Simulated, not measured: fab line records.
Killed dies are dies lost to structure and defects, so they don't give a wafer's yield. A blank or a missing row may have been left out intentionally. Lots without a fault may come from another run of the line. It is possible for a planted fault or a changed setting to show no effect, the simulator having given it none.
fab line records    flow sky130
[record] lots = 24  wafers = 72  last-day = 50
route steps=708 shown VT_ADJUST_HVTP@93 VT_ADJUST_PCH@152 SONOS_ONO@183 METAL2@488 METAL3@563
lots untouched by any fault: they come from a run of this same line in which no faults occurred
start-h: hours from the record's opening day to when the first of the lot's shown wafers began    wait-h: time in hours since the lot's previous step    " the same as in the row above    L1.1+2: a row that stands for several wafers    - no value, or no start was given    * or withheld: withheld    < > ~ a bound
route shown NAME@n: NAME is a module with steps in the file, n the number in the route of the first one    usual: the fault-free wafers' mean and standard deviation    same: alike in all rows    chamber/n: place in a boat    sites: each site's reading    _std_site: the values' standard deviation    _edge_site: outer sites' mean less inner sites'    radius-mm: for every site, how far away it sits from the centre of the wafer    mask NAME#n: copy n    behind: the last tool/chamber to shape the wafer    hold: what put the lot on hold/how long, in hours/how the hold closed    device: transistor that didn't switch, given as n, p or np    end of line: the same wafers' tests at the end of the route    where a step has no rows: the recipe by itself    killed: at the first sort, the dies lost to defects and structure; wafer yield is something else    map: shows each die of a wafer: x if killed, . if not, _ if none is there
set.NAME: setting as actually run; set.NAME@STEP: the setting as run at that earlier step    model.NAME: the simulator's own value behind a step, which no gauge read
steps of the route over a sample of lots; a table a step, a row a wafer
services: a tool's chamber out of use, with start hour (start-h, from the record's first day; less than 0 if before it), hours out, and reason
[[steps]]
[step SKY_VT_ADJUST_HVTP_OVL_MEAS_08]
[usual] VT_ADJUST_HVTP_OVL = 0.6/1.5
lot.wafer  tool        chamber  start-h  wait-h  VT_ADJUST_HVTP_OVL[nm]
L074.1     overlay-01  -        118.43   0.1     2.5
L074.5     "           -        "        "       2.5
L074.6     "           -        "        "       0.8
L075.1     overlay-02  -        124.37   0.1     -1.4
L075.2     "           -        "        "       -0.5
L075.5     "           -        "        "       -2.6
L076.1     overlay-02  -        135.47   0.1     1.8
L076.2     "           -        "        "       3.4
L076.4     "           -        "        "       0.3
L077.2     overlay-01  -        136.18   0.1     1.9
L077.4     "           -        "        "       2.6
L077.5     "           -        "        "       2.3
L078.3     overlay-01  -        143.13   0.1     0.7
L078.4     "           -        "        "       1.6
L078.6     "           -        "        "       0.3
L079.2     overlay-01  -        153.13   0.1     -0.6
L079.4     "           -        "        "       -1.5
L079.5     "           -        "        "       -0.6
L080.3     overlay-02  -        159.23   0.1     0.1
L080.5     "           -        "        "       -0.3
L080.6     "           -        "        "       -0.8
L081.2     overlay-02  -        162.78   0.1     1.8
L081.5     "           -        "        "       2.2
L081.6     "           -        "        "       1.9
L082.3     overlay-01  -        169.70   0.1     0.3
L082.4     "           -        "        "       -0.1
L082.5     "           -        "        "       0.4
L083.4     overlay-02  -        179.89   0.1     0.2
L083.5     "           -        "        "       -1.6
L083.6     "           -        "        "       0.1
L084.3     overlay-02  -        182.69   0.1     -0.9
L084.5     "           -        "        "       -2.5
L084.6     "           -        "        "       -2.0
L085.1     overlay-02  -        186.52   0.1     -1.5
L085.3     "           -        "        "       -0.5
L085.5     "           -        "        "       -2.2
L086.2     overlay-02  -        193.89   0.1     1.9
L086.3     "           -        "        "       0.4
L086.6     "           -        "        "       2.2
L087.2     overlay-02  -        206.58   0.1     -0.5
L087.5     "           -        "        "       -0.9
L087.6     "           -        "        "       -0.2
L088.1     overlay-02  -        210.07   0.1     3.0
L088.2     "           -        "        "       1.0
L088.5     "           -        "        "       0.8
L089.2     overlay-02  -        217.43   0.1     3.2
L089.3     "           -        "        "       3.9
L089.5     "           -        "        "       4.9
L090.3     overlay-02  -        224.99   0.1     -0.8
L090.4     "           -        "        "       -0.9
L090.6     "           -        "        "       -2.6
L092.2     overlay-01  -        244.23   0.1     -0.5
L092.3     "           -        "        "       0.7
L092.6     "           -        "        "       2.7
L091.1     overlay-02  -        244.92   0.1     1.0
L091.3     "           -        "        "       0.6
L091.4     "           -        "        "       1.2
L093.1     overlay-01  -        248.37   0.1     0.0
L093.2     "           -        "        "       4.3
L093.3     "           -        "        "       1.2
L095.2     overlay-02  -        253.89   0.1     1.2
L095.3     "           -        "        "       1.3
L095.5     "           -        "        "       1.0
L094.2     overlay-02  -        254.58   0.1     0.9
L094.4     "           -        "        "       1.2
L094.6     "           -        "        "       1.4
L096.2     overlay-02  -        263.49   0.1     0.1
L096.3     "           -        "        "       0.9
L096.5     "           -        "        "       2.3
L097.2     overlay-02  -        271.18   0.1     0.7
L097.5     "           -        "        "       0.5
L097.6     "           -        "        "       -0.6
[step SKY_VT_ADJUST_PCH_STRIP_09]
[recipe] chemistry = O2/N2  power-w = 1400  pressure-mtorr = 1500  platen-temp-c = withheld  o2-flow-sccm = 3000  n2-flow-sccm = 300  overash-fraction = 0.5
[usual] drypump-motor-current-A = 5.4/0.34  oes-product-au = 0.723/0.0044  strip-time-to-endpoint-s = 36.98/0.12
lot.wafer  tool             chamber  start-h  wait-h  drypump-motor-current-A  oes-product-au  rf-hours-counter-h  strip-time-to-endpoint-s
L074.1     plasma-asher-03  1        219.79   0.1     5.8                      0.731           54                  36.92
L074.5     "                0        "        "       4.9                      0.722           -                   36.88
L074.6     "                1        "        "       5.8                      0.732           -                   36.96
L075.1     plasma-asher-02  0        225.55   0.1     5.8                      0.716           39                  36.90
L075.2     "                1        "        "       5.6                      0.722           39                  36.79
L075.5     "                0        "        "       5.8                      0.719           -                   36.65
L076.1     plasma-asher-01  0        242.09   0.1     5.2                      0.725           57                  36.83
L076.2     "                1        "        "       5.4                      0.715           57                  37.03
L076.4     "                1        "        "       5.3                      0.720           -                   36.88
L077.2     plasma-asher-03  1        242.34   0.1     5.8                      0.724           57                  36.99
L077.4     "                0        "        "       4.8                      0.714           -                   36.95
L077.5     "                1        "        "       5.9                      0.730           -                   36.85
L078.3     plasma-asher-03  1        249.08   0.1     5.9                      0.720           -                   36.84
L078.4     "                0        "        "       4.8                      0.723           -                   36.79
L078.6     "                1        "        "       5.9                      0.725           -                   36.80
L079.2     plasma-asher-02  1        262.94   0.1     5.5                      0.723           43                  36.99
L079.4     "                0        "        "       5.8                      0.727           -                   36.89
L079.5     "                0        "        "       5.8                      0.726           -                   36.90
L080.3     plasma-asher-03  1        267.82   0.1     5.8                      0.724           -                   37.07
L080.5     "                1        "        "       5.8                      0.725           -                   37.06
L080.6     "                0        "        "       4.8                      0.718           -                   37.05
L081.2     plasma-asher-01  0        274.39   0.1     5.3                      0.727           58                  37.00
L081.5     "                0        "        "       5.3                      0.729           -                   36.92
L081.6     "                1        "        "       5.4                      0.722           -                   36.82
L082.3     plasma-asher-03  0        281.87   0.1     4.8                      0.711           -                   36.83
L082.4     "                1        "        "       5.9                      0.725           -                   36.82
L082.5     "                0        "        "       4.8                      0.725           -                   36.89
L083.4     plasma-asher-02  1        293.92   0.1     5.6                      0.724           -                   36.78
L083.5     "                1        "        "       5.6                      0.717           -                   36.77
L083.6     "                0        "        "       5.9                      0.722           -                   36.71
L084.3     plasma-asher-02  0        298.23   0.1     5.9                      0.720           -                   37.05
L084.5     "                1        "        "       5.6                      0.725           -                   36.94
L084.6     "                0        "        "       5.8                      0.726           -                   36.91
L085.1     plasma-asher-01  0        303.00   0.1     5.2                      0.726           61                  36.90
L085.3     "                0        "        "       5.2                      0.733           -                   36.93
L085.5     "                1        "        "       5.3                      0.720           -                   37.00
L086.2     plasma-asher-02  0        311.34   0.1     5.8                      0.725           48                  37.05
L086.3     "                0        "        "       5.9                      0.728           -                   36.95
L086.6     "                1        "        "       5.5                      0.725           -                   37.05
L087.2     plasma-asher-01  1        326.94   0.1     5.3                      0.724           63                  37.16
L087.5     "                0        "        "       5.3                      0.723           -                   37.09
L087.6     "                1        "        "       5.3                      0.728           -                   37.09
L088.1     plasma-asher-02  1        332.34   0.1     5.5                      0.725           50                  36.96
L088.2     "                0        "        "       5.8                      0.727           50                  36.92
L088.5     "                1        "        "       5.5                      0.724           -                   36.81
L089.2     plasma-asher-02  0        338.99   0.1     5.8                      0.721           51                  36.99
L089.3     "                0        "        "       5.8                      0.726           -                   36.86
L089.5     "                0        "        "       5.8                      0.720           -                   36.95
L090.3     plasma-asher-03  0        349.47   0.1     4.8                      0.717           -                   37.18
L090.4     "                1        "        "       5.9                      0.721           -                   37.18
L090.6     "                1        "        "       5.9                      0.719           -                   37.22
L092.2     plasma-asher-01  1        373.94   0.1     5.4                      0.729           68                  37.07
L092.3     "                1        "        "       5.3                      0.723           -                   37.06
L092.6     "                0        "        "       5.2                      0.727           -                   37.21
L091.1     plasma-asher-02  0        375.39   0.1     5.8                      0.725           54                  36.99
L091.3     "                1        "        "       5.5                      0.723           -                   36.90
L091.4     "                0        "        "       5.8                      0.723           -                   37.03
L093.1     plasma-asher-03  0        379.04   0.1     4.9                      0.724           70                  37.01
L093.2     "                1        "        "       5.8                      0.714           70                  37.14
L093.3     "                0        "        "       4.8                      0.728           -                   37.14
L095.2     plasma-asher-01  1        384.99   0.1     5.4                      0.726           69                  37.02
L095.3     "                1        "        "       5.4                      0.721           -                   36.94
L095.5     "                0        "        "       5.3                      0.725           -                   36.98
L094.2     plasma-asher-01  1        385.84   0.1     5.3                      0.722           69                  37.25
L094.4     "                1        "        "       5.3                      0.730           -                   37.18
L094.6     "                1        "        "       5.3                      0.727           -                   37.13
L096.2     plasma-asher-01  1        397.64   0.1     5.3                      0.723           70                  37.09
L096.3     "                0        "        "       5.2                      0.722           -                   37.15
L096.5     "                1        "        "       5.3                      0.720           -                   37.13
L097.2     plasma-asher-01  1        408.49   0.1     5.4                      0.726           71                  36.95
L097.5     "                0        "        "       5.3                      0.723           -                   36.92
L097.6     "                1        "        "       5.3                      0.720           -                   36.89
[step SKY_SONOS_ONO_ETCH_15]
[recipe] target-depth-nm = 19.52  chemistry = CHF3/O2  source-w = 600  bias-w = 200  pressure-mtorr = 40  chf3-flow-sccm = 50  O2_flow_sccm = 5  time-s = 7.8
[usual] drypump-motor-current-A = 5.6/0.5  oes-product-au = 0.998/0.012  throttle-valve-pct = 8.824/0.0088
lot.wafer  tool         chamber  start-h  wait-h  drypump-motor-current-A  oes-product-au  rf-hours-counter-h  throttle-valve-pct
L074.1     rie-diel-03  2        273.02   0.0     6.4                      0.995           72                  8.816
L074.5     "            2        "        "       6.3                      0.990           -                   8.833
L074.6     "            3        "        "       5.4                      1.000           -                   8.822
L075.1     rie-diel-01  2        277.66   0.0     4.8                      1.012           6                   8.820
L075.2     "            1        "        "       4.8                      1.007           4                   8.838
L075.5     "            0        "        "       6.1                      1.013           -                   8.828
L076.1     rie-diel-03  0        299.06   0.0     5.7                      0.982           104                 8.819
L076.2     "            1        "        "       5.6                      1.007           24                  8.827
L076.4     "            2        "        "       6.4                      0.982           72                  8.812
L077.2     rie-diel-01  3        299.36   0.0     5.8                      0.980           1                   8.809
L077.4     "            0        "        "       6.1                      0.998           34                  8.835
L077.5     "            0        "        "       6.1                      1.005           -                   8.821
L078.3     rie-diel-01  0        303.97   0.0     6.1                      1.003           34                  8.834
L078.4     "            1        "        "       4.8                      0.999           4                   8.817
L078.6     "            1        "        "       4.8                      1.007           -                   8.832
L079.2     rie-diel-01  0        319.92   0.0     6.1                      1.013           34                  8.829
L079.4     "            2        "        "       4.9                      0.997           7                   8.827
L079.5     "            3        "        "       5.8                      0.976           -                   8.824
L080.3     rie-diel-01  2        323.02   0.0     4.8                      1.009           7                   8.835
L080.5     "            3        "        "       5.9                      0.992           -                   8.824
L080.6     "            0        "        "       6.1                      1.022           -                   8.822
L081.2     rie-diel-03  3        330.66   0.0     5.4                      1.012           9                   8.831
L081.5     "            3        "        "       5.4                      1.009           -                   8.822
L081.6     "            2        "        "       6.3                      0.987           -                   8.832
L082.3     rie-diel-02  2        340.56   0.0     5.7                      0.995           8                   8.823
L082.4     "            1        "        "       5.6                      1.013           28                  8.826
L082.5     "            1        "        "       5.6                      1.008           -                   8.838
L083.4     rie-diel-01  2        355.17   0.0     4.8                      1.015           7                   8.814
L083.5     "            1        "        "       4.8                      0.995           -                   8.820
L083.6     "            0        "        "       6.1                      1.005           -                   8.826
L084.3     rie-diel-01  0        357.82   0.0     6.1                      1.011           35                  8.832
L084.5     "            3        "        "       5.8                      0.991           -                   8.827
L084.6     "            2        "        "       4.9                      1.001           -                   8.830
L085.1     rie-diel-01  2        362.47   0.0     4.9                      1.002           7                   8.815
L085.3     "            1        "        "       4.8                      1.003           5                   8.825
L085.5     "            0        "        "       6.1                      1.010           -                   8.825
L086.2     rie-diel-01  0        377.22   0.0     6.1                      1.016           35                  8.818
L086.3     "            1        "        "       4.8                      0.994           6                   8.814
L086.6     "            1        "        "       4.8                      1.005           -                   8.827
L087.2     rie-diel-03  3        386.87   0.0     5.4                      1.005           10                  8.825
L087.5     "            1        "        "       5.6                      1.007           -                   8.819
L087.6     "            2        "        "       6.4                      0.988           -                   8.796
L088.1     rie-diel-03  3        394.37   0.0     5.4                      1.006           10                  8.814
L088.2     "            0        "        "       5.7                      0.985           104                 8.833
L088.5     "            2        "        "       6.4                      0.977           -                   8.822
L089.2     rie-diel-01  1        402.96   0.0     4.8                      1.008           6                   8.845
L089.3     "            2        "        "       4.8                      1.009           8                   8.826
L089.5     "            2        "        "       4.8                      1.005           -                   8.822
L090.3     rie-diel-03  2        412.17   0.0     6.4                      0.981           74                  8.831
L090.4     "            3        "        "       5.4                      1.001           -                   8.823
L090.6     "            2        "        "       6.4                      0.980           -                   8.818
L092.2     rie-diel-02  1        440.67   0.0     5.6                      1.006           30                  8.808
L092.3     "            2        "        "       5.7                      1.009           10                  8.818
L092.6     "            0        "        "       5.1                      0.992           -                   8.815
L091.1     rie-diel-03  1        442.02   0.0     5.6                      1.014           26                  8.822
L091.3     "            0        "        "       5.6                      0.985           0                   8.825
L091.4     "            3        "        "       5.4                      0.990           11                  8.808
L093.1     rie-diel-03  2        446.16   0.0     6.3                      0.978           75                  8.807
L093.2     "            3        "        "       5.4                      0.995           11                  8.830
L093.3     "            0        "        "       5.7                      0.971           0                   8.813
L095.2     rie-diel-03  3        451.26   0.0     5.4                      0.993           11                  8.806
L095.3     "            1        "        "       5.6                      1.003           26                  8.810
L095.5     "            3        "        "       5.4                      0.991           -                   8.829
L094.2     rie-diel-03  0        452.68   0.0     5.6                      0.994           0                   8.836
L094.4     "            3        "        "       5.4                      0.987           11                  8.818
L094.6     "            2        "        "       6.4                      0.983           -                   8.828
L096.2     rie-diel-02  3        464.27   0.0     5.8                      1.018           34                  8.808
L096.3     "            0        "        "       5.1                      0.995           56                  8.829
L096.5     "            3        "        "       5.8                      1.017           -                   8.834
L097.2     rie-diel-03  1        478.47   0.0     5.6                      1.004           27                  8.829
L097.5     "            2        "        "       6.4                      0.976           -                   8.824
L097.6     "            3        "        "       5.4                      0.977           -                   8.832
[step SKY_METAL2_RS_MEAS_05]
[recipe] thk-meas-gauge = four-point-probe  reads = TiN_of_METAL2_SPUTTER_04+Ti_of_METAL2_SPUTTER_03+AlCu_of_METAL2_SPUTTER_02+TiN_of_METAL2_SPUTTER_01+Ti_of_METAL2_SPUTTER_00
[usual] METAL2_ALCU_RS = 0.1265/0.0015
lot.wafer  tool           chamber  start-h  wait-h  METAL2_ALCU_RS[ohm/sq]
L074.1     film-metro-03  -        787.72   0.0     0.1237
L074.5     "              -        "        "       0.1243
L074.6     "              -        "        "       0.1242
L075.1     film-metro-04  -        797.61   0.0     0.1277
L075.2     "              -        "        "       0.1265
L075.5     "              -        "        "       0.1256
L076.1     film-metro-02  -        808.37   0.0     0.1267
L076.2     "              -        "        "       0.1285
L076.4     "              -        "        "       0.1265
L077.2     film-metro-04  -        808.93   0.0     0.1289
L077.4     "              -        "        "       0.1262
L077.5     "              -        "        "       0.1269
L078.3     film-metro-02  -        817.96   0.1     0.1271
L078.4     "              -        "        "       0.1257
L078.6     "              -        "        "       0.1272
L079.2     film-metro-02  -        832.03   0.0     0.1272
L079.4     "              -        "        "       0.1292
L079.5     "              -        "        "       0.1279
L080.3     film-metro-04  -        834.95   0.1     0.1268
L080.5     "              -        "        "       0.1271
L080.6     "              -        "        "       0.1259
L081.2     film-metro-04  -        842.34   0.0     0.1287
L081.5     "              -        "        "       0.1287
L081.6     "              -        "        "       0.1275
L082.3     film-metro-02  -        846.40   0.1     0.1267
L082.4     "              -        "        "       0.1279
L082.5     "              -        "        "       0.1274
L083.4     film-metro-04  -        863.53   0.1     0.1251
L083.5     "              -        "        "       0.1261
L083.6     "              -        "        "       0.1269
L084.3     film-metro-03  -        868.63   0.1     0.1251
L084.5     "              -        "        "       0.1246
L084.6     "              -        "        "       0.1264
L085.1     film-metro-04  -        869.13   0.0     0.1263
L085.3     "              -        "        "       0.1266
L085.5     "              -        "        "       0.1269
L086.2     film-metro-02  -        884.40   0.0     0.1268
L086.3     "              -        "        "       0.1273
L086.6     "              -        "        "       0.1254
L087.2     film-metro-04  -        891.28   0.0     0.1282
L087.5     "              -        "        "       0.1253
L087.6     "              -        "        "       0.1261
L088.1     film-metro-04  -        896.08   0.0     0.1258
L088.2     "              -        "        "       0.1289
L088.5     "              -        "        "       0.1280
L089.2     film-metro-02  -        936.49   0.0     0.1268
L089.3     "              -        "        "       0.1264
L089.5     "              -        "        "       0.1273
L090.3     film-metro-02  -        940.95   0.1     0.1280
L090.4     "              -        "        "       0.1291
L090.6     "              -        "        "       0.1283
L092.2     film-metro-02  -        942.39   0.0     0.1275
L092.3     "              -        "        "       0.1262
L092.6     "              -        "        "       0.1265
L093.1     film-metro-03  -        944.45   0.0     0.1278
L093.2     "              -        "        "       0.1266
L093.3     "              -        "        "       0.1262
L091.1     film-metro-04  -        944.77   0.0     0.1229
L091.3     "              -        "        "       0.1245
L091.4     "              -        "        "       0.1237
L095.2     film-metro-04  -        945.73   0.0     0.1243
L095.3     "              -        "        "       0.1250
L095.5     "              -        "        "       0.1230
L094.2     film-metro-02  -        946.68   0.0     0.1250
L094.4     "              -        "        "       0.1273
L094.6     "              -        "        "       0.1278
L096.2     film-metro-03  -        949.41   0.0     0.1279
L096.3     "              -        "        "       0.1301
L096.5     "              -        "        "       0.1252
L097.2     film-metro-03  -        957.06   0.0     0.1257
L097.5     "              -        "        "       0.1258
L097.6     "              -        "        "       0.1261
[step SKY_METAL2_ETCH_18]
[recipe] chemistry = N2/H2  target = BARC  ion-energy-ev = 200  bias-w = 100  pressure-mtorr = 30  n2-flow-sccm = 100  h2-flow-sccm = 200  icp-w = 500  stop-on = SiO2  time-s = 45.9  target-depth-a = 600
[usual] drypump-motor-current-A = 5.91/0.29  h2-flow-sccm = 199.9/0.57  oes-product-au = 0.854/0.0046  throttle-valve-pct = 13.224/0.0093
lot.wafer  tool          chamber  start-h  wait-h  drypump-motor-current-A  h2-flow-sccm  oes-product-au  rf-hours-counter-h  throttle-valve-pct
L074.1     rie-metal-03  0        814.50   0.0     6.40                     200.0         0.842           2                   13.234
L074.5     "             0        "        "       6.40                     199.9         0.860           -                   13.217
L074.6     "             1        "        "       5.87                     199.5         0.854           -                   13.232
L075.1     rie-metal-03  0        823.85   0.0     6.35                     201.1         0.852           2                   13.212
L075.2     "             1        "        "       5.88                     199.4         0.856           12                  13.215
L075.5     "             0        "        "       6.35                     200.1         0.860           -                   13.233
L076.1     rie-metal-04  1        834.69   0.0     6.03                     200.7         0.856           6                   13.208
L076.2     "             0        "        "       5.67                     200.4         0.859           18                  13.211
L076.4     "             1        "        "       6.03                     200.9         0.855           -                   13.224
L077.2     rie-metal-03  0        835.94   0.0     6.36                     200.2         0.851           3                   13.218
L077.4     "             1        "        "       5.87                     200.3         0.851           -                   13.214
L077.5     "             0        "        "       6.35                     199.8         0.859           -                   13.229
L078.3     rie-metal-03  0        845.31   0.0     6.37                     199.7         0.858           -                   13.224
L078.4     "             1        "        "       5.87                     199.9         0.860           -                   13.219
L078.6     "             0        "        "       6.40                     199.1         0.848           -                   13.231
L079.2     rie-metal-04  1        858.64   0.1     6.02                     200.5         0.859           -                   13.230
L079.4     "             1        "        "       6.02                     200.1         0.855           -                   13.233
L079.5     "             1        "        "       6.02                     200.2         0.856           -                   13.211
L080.3     rie-metal-03  0        860.77   0.0     6.39                     199.2         0.858           -                   13.236
L080.5     "             1        "        "       5.84                     199.9         0.853           -                   13.220
L080.6     "             0        "        "       6.35                     200.0         0.852           -                   13.219
L081.2     rie-metal-03  1        868.59   0.0     5.86                     200.3         0.846           14                  13.206
L081.5     "             1        "        "       5.85                     199.6         0.854           -                   13.234
L081.6     "             0        "        "       6.38                     199.4         0.848           -                   13.225
L082.3     rie-metal-03  0        871.97   0.0     6.36                     199.7         0.850           -                   13.214
L082.4     "             1        "        "       5.88                     199.9         0.863           -                   13.238
L082.5     "             1        "        "       5.86                     199.5         0.855           -                   13.220
L083.4     rie-metal-02  0        887.21   0.0     5.53                     200.3         0.855           -                   13.224
L083.5     "             1        "        "       5.69                     199.7         0.850           -                   13.233
L083.6     "             0        "        "       5.53                     200.6         0.855           -                   13.224
L084.3     rie-metal-02  0        891.96   0.0     5.53                     199.2         0.862           -                   13.237
L084.5     "             1        "        "       5.76                     200.1         0.852           -                   13.217
L084.6     "             0        "        "       5.52                     200.0         0.853           -                   13.215
L085.1     rie-metal-02  0        892.89   0.0     5.53                     200.4         0.854           8                   13.224
L085.3     "             1        "        "       5.74                     199.7         0.845           -                   13.201
L085.5     "             1        "        "       5.74                     200.3         0.851           -                   13.229
L086.2     rie-metal-02  0        906.05   0.0     5.52                     199.3         0.856           9                   13.236
L086.3     "             1        "        "       5.73                     199.9         0.853           -                   13.224
L086.6     "             0        "        "       5.52                     201.1         0.858           -                   13.219
L087.2     rie-metal-04  1        916.60   0.0     6.03                     201.1         0.849           10                  13.218
L087.5     "             1        "        "       6.04                     200.4         0.853           -                   13.222
L087.6     "             0        "        "       5.68                     199.4         0.857           -                   13.232
L088.1     rie-metal-03  0        920.45   0.0     6.41                     199.5         0.849           7                   13.213
L088.2     "             1        "        "       5.86                     200.1         0.854           17                  13.215
L088.5     "             0        "        "       6.38                     199.7         0.854           -                   13.223
L089.2     rie-metal-02  0        960.09   0.0     5.53                     200.1         0.848           12                  13.236
L089.3     "             0        "        "       5.52                     200.5         0.864           -                   13.229
L089.5     "             1        "        "       5.70                     199.4         0.857           -                   13.225
L090.3     rie-metal-03  1        964.62   0.0     5.84                     200.0         0.851           -                   13.209
L090.4     "             0        "        "       6.33                     199.7         0.856           -                   13.232
L090.6     "             0        "        "       6.35                     199.6         0.852           -                   13.206
L092.2     rie-metal-04  1        966.64   0.0     6.03                     200.2         0.854           13                  13.243
L092.3     "             1        "        "       6.03                     200.5         0.855           -                   13.223
L092.6     "             1        "        "       6.04                     200.3         0.865           -                   13.216
L093.1     rie-metal-04  0        968.74   0.0     5.68                     199.3         0.860           3                   13.225
L093.2     "             1        "        "       6.03                     199.0         0.855           13                  13.206
L093.3     "             1        "        "       6.03                     199.9         0.857           -                   13.223
L091.1     rie-metal-02  1        968.80   0.0     5.72                     199.6         0.857           8                   13.219
L091.3     "             0        "        "       5.53                     200.6         0.854           -                   13.221
L091.4     "             1        "        "       5.69                     200.5         0.851           -                   13.217
L095.2     rie-metal-03  0        969.85   0.0     6.38                     200.7         0.847           10                  13.228
L095.3     "             0        "        "       6.35                     199.3         0.850           -                   13.233
L095.5     "             0        "        "       6.37                     200.1         0.861           -                   13.223
L094.2     rie-metal-02  0        970.54   0.0     5.53                     199.5         0.857           12                  13.224
L094.4     "             0        "        "       5.52                     200.8         0.853           -                   13.232
L094.6     "             1        "        "       5.74                     199.5         0.851           -                   13.207
L096.2     rie-metal-03  0        973.15   0.0     6.39                     198.9         0.855           10                  13.228
L096.3     "             1        "        "       5.82                     199.2         0.854           -                   13.227
L096.5     "             1        "        "       5.85                     199.8         0.858           -                   13.208
L097.2     rie-metal-04  0        980.49   0.0     5.66                     199.8         0.863           4                   13.224
L097.5     "             1        "        "       6.03                     199.9         0.860           -                   13.229
L097.6     "             0        "        "       5.65                     201.4         0.846           -                   13.229
[step SKY_METAL3_CD_MEAS_13]
[recipe] target-cd-nm = 300
[usual] cd-nm = 299.6/1.7
lot.wafer  tool       chamber  start-h  wait-h  cd-nm
L074.1     cd-sem-01  -        892.86   -       297.2
L074.5     "          -        "        "       298.7
L074.6     "          -        "        "       297.8
L075.1     cd-sem-02  -        900.11   -       301.1
L075.2     "          -        "        "       299.6
L075.5     "          -        "        "       298.9
L076.1     cd-sem-02  -        914.01   -       303.1
L076.2     "          -        "        "       302.9
L076.4     "          -        "        "       301.9
L077.2     cd-sem-02  -        914.38   -       299.2
L077.4     "          -        "        "       300.6
L077.5     "          -        "        "       301.1
L078.3     cd-sem-02  -        922.06   -       301.0
L078.4     "          -        "        "       300.1
L078.6     "          -        "        "       300.5
L079.2     cd-sem-02  -        932.92   -       299.4
L079.4     "          -        "        "       299.1
L079.5     "          -        "        "       298.1
L080.3     cd-sem-02  -        935.24   -       296.4
L080.5     "          -        "        "       296.9
L080.6     "          -        "        "       296.7
L081.2     cd-sem-02  -        943.55   -       299.5
L081.5     "          -        "        "       300.0
L081.6     "          -        "        "       298.1
L082.3     cd-sem-01  -        947.90   -       298.0
L082.4     "          -        "        "       298.9
L082.5     "          -        "        "       298.1
L083.4     cd-sem-01  -        960.22   -       298.6
L083.5     "          -        "        "       297.6
L083.6     "          -        "        "       297.6
L084.3     cd-sem-02  -        967.70   -       300.6
L084.5     "          -        "        "       300.2
L084.6     "          -        "        "       301.9
L085.1     cd-sem-01  -        968.76   -       301.2
L085.3     "          -        "        "       301.2
L085.5     "          -        "        "       299.5
L086.2     cd-sem-02  -        983.18   -       300.6
L086.3     "          -        "        "       299.4
L086.6     "          -        "        "       300.2
L087.2     cd-sem-01  -        991.83   -       296.3
L087.5     "          -        "        "       298.4
L087.6     "          -        "        "       298.0
L088.1     cd-sem-02  -        995.56   -       300.6
L088.2     "          -        "        "       301.4
L088.5     "          -        "        "       300.3
L089.2     cd-sem-02  -        1031.52  -       297.9
L089.3     "          -        "        "       297.7
L089.5     "          -        "        "       297.7
L090.3     cd-sem-01  -        1034.30  -       298.8
L090.4     "          -        "        "       300.1
L090.6     "          -        "        "       297.9
L092.2     cd-sem-01  -        1037.03  -       302.3
L092.3     "          -        "        "       303.3
L092.6     "          -        "        "       301.0
L093.1     cd-sem-01  -        1039.61  -       303.0
L093.2     "          -        "        "       301.7
L093.3     "          -        "        "       302.2
L091.1     cd-sem-01  -        1040.95  -       299.7
L091.3     "          -        "        "       299.8
L091.4     "          -        "        "       297.9
L095.2     cd-sem-02  -        1041.64  -       300.1
L095.3     "          -        "        "       298.0
L095.5     "          -        "        "       300.4
L094.2     cd-sem-01  -        1041.68  -       300.3
L094.4     "          -        "        "       300.6
L094.6     "          -        "        "       300.2
L096.2     cd-sem-02  -        1044.87  -       299.4
L096.3     "          -        "        "       299.6
L096.5     "          -        "        "       300.2
L097.2     cd-sem-01  -        1051.38  -       296.9
L097.5     "          -        "        "       297.9
L097.6     "          -        "        "       298.1
[[services]]
tool          chamber  start-h  hours  kind
rie-diel-03   3        199.61   5.0    repair
rie-diel-03   -        254.41   2.8    pm
rie-diel-03   3        299.53   15.1   repair
rie-diel-03   0        319.33   1.8    repair
rie-diel-03   0        322.09   44.8   repair
rie-metal-03  0        383.64   12.4   repair
rie-metal-03  1        418.04   11.2   repair
rie-diel-03   -        426.88   0.5    repair
rie-diel-03   -        473.66   0.7    repair
rie-diel-03   2        489.33   4.9    repair
rie-diel-03   1        503.65   23.2   repair
rie-diel-03   0        568.02   10.1   repair
rie-diel-03   3        570.14   9.3    repair
rie-diel-03   1        570.46   2.8    repair
rie-diel-03   1        602.88   14.8   repair
rie-diel-03   1        644.66   34.4   repair
rie-diel-03   3        648.72   22.8   repair
rie-diel-03   3        686.25   5.6    repair
rie-diel-03   0        691.78   2.7    repair
rie-diel-03   1        711.09   3.8    repair
rie-diel-03   0        769.39   13.0   repair
rie-diel-03   3        815.33   17.0   repair
rie-diel-03   1        824.74   5.7    repair
rie-diel-03   2        884.18   3.3    repair
[[key]]
fault none
